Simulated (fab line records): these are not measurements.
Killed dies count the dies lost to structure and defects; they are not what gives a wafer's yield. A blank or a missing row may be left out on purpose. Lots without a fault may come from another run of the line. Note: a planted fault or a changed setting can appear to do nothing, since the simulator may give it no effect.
The same fault as seen by 2 desks + flow sky130 + each desk holds nothing but its own numbers, with what lay behind them at the end

== METROLOGY DESK ==
What the gauges read for every lot (on any tool): the sampled wafers with a number, averaged. Marked OUT: a lot whose mean sits more than 4 standard deviations from the usual mean, which makes it out of limits; the brackets give that distance.
Columns: A = cd-nm at SKY_METAL2_CD_MEAS_15, usual 140.1 nm
| lot  | first seen here | A     |
|------|-----------------|-------|
| L279 | day 36 19:41    | 140.6 |
| L282 | day 37 21:33    | 143.6 |
| L283 | day 38 08:35    | 143.4 |
| L284 | day 38 09:51    | 140.4 |
| L286 | day 38 20:20    | 138.2 |
| L285 | day 38 21:02    | 140.5 |
| L289 | day 40 04:17    | 138.0 |
| L293 | day 40 22:22    | 140.4 |
| L294 | day 42 02:15    | 137.8 |
| L297 | day 42 12:47    | 139.0 |
| L296 | day 42 15:52    | 140.2 |
| L295 | day 42 20:02    | 140.4 |
Finding of this desk: none of the 12 lots has anything out of limits.

== TOOL OWNER'S DESK, pvd-sputter-01 ==
The tool's own readings at SKY_METAL3_SPUTTER_01 (material TiN, target thk 20 nm, time 16.7 s): means of the sampled wafers that have a number, for each lot that ran on this tool. Marked OUT: a lot whose mean sits more than 4 standard deviations from the usual mean, which makes it out of limits; the brackets give that distance.
Columns: A = chamber-pressure-pa at SKY_METAL3_SPUTTER_01, usual 0.4001 Pa; B = throttle-valve-pct at SKY_METAL3_SPUTTER_01, usual 29.4 %
| lot  | first seen here | A                | B    |
|------|-----------------|------------------|------|
| L282 | day 39 01:51    | 0.4368 (+42) OUT | 28.6 |
| L283 | day 39 14:01    | 0.4380 (+43) OUT | 28.1 |
| L284 | day 39 14:19    | 0.4380 (+43) OUT | 28.6 |
| L295 | day 43 22:10    | 0.4003           | 29.0 |
This desk finds L282, L283, L284 out of limits, L282 being first, at day 39 01:51 (chamber-pressure-pa at SKY_METAL3_SPUTTER_01). L295 stayed within limits.

== TAKEN TOGETHER ==
The tool owner's desk had the chance to raise an alarm at day 39 01:51 on L282, L283, L284.
At the metrology desk, nothing out of limits was observed.
The metrology desk holds a record of L282, L283, L284, inside its limits.
On pvd-sputter-01, each named lot ran SKY_METAL3_SPUTTER_01.

== WHAT THE SIMULATOR HAD PUT IN ==
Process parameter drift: pvd-sputter-01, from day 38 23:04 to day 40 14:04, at SKY_METAL3_SPUTTER_01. Setting chamber-pressure-pa shifted by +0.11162 from 0.4. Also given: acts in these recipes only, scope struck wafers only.
Lots struck among those shown: L282, L283, L284.
Each desk's first reading out of limits, in hours after the fault started: the tool owner's desk, 3.
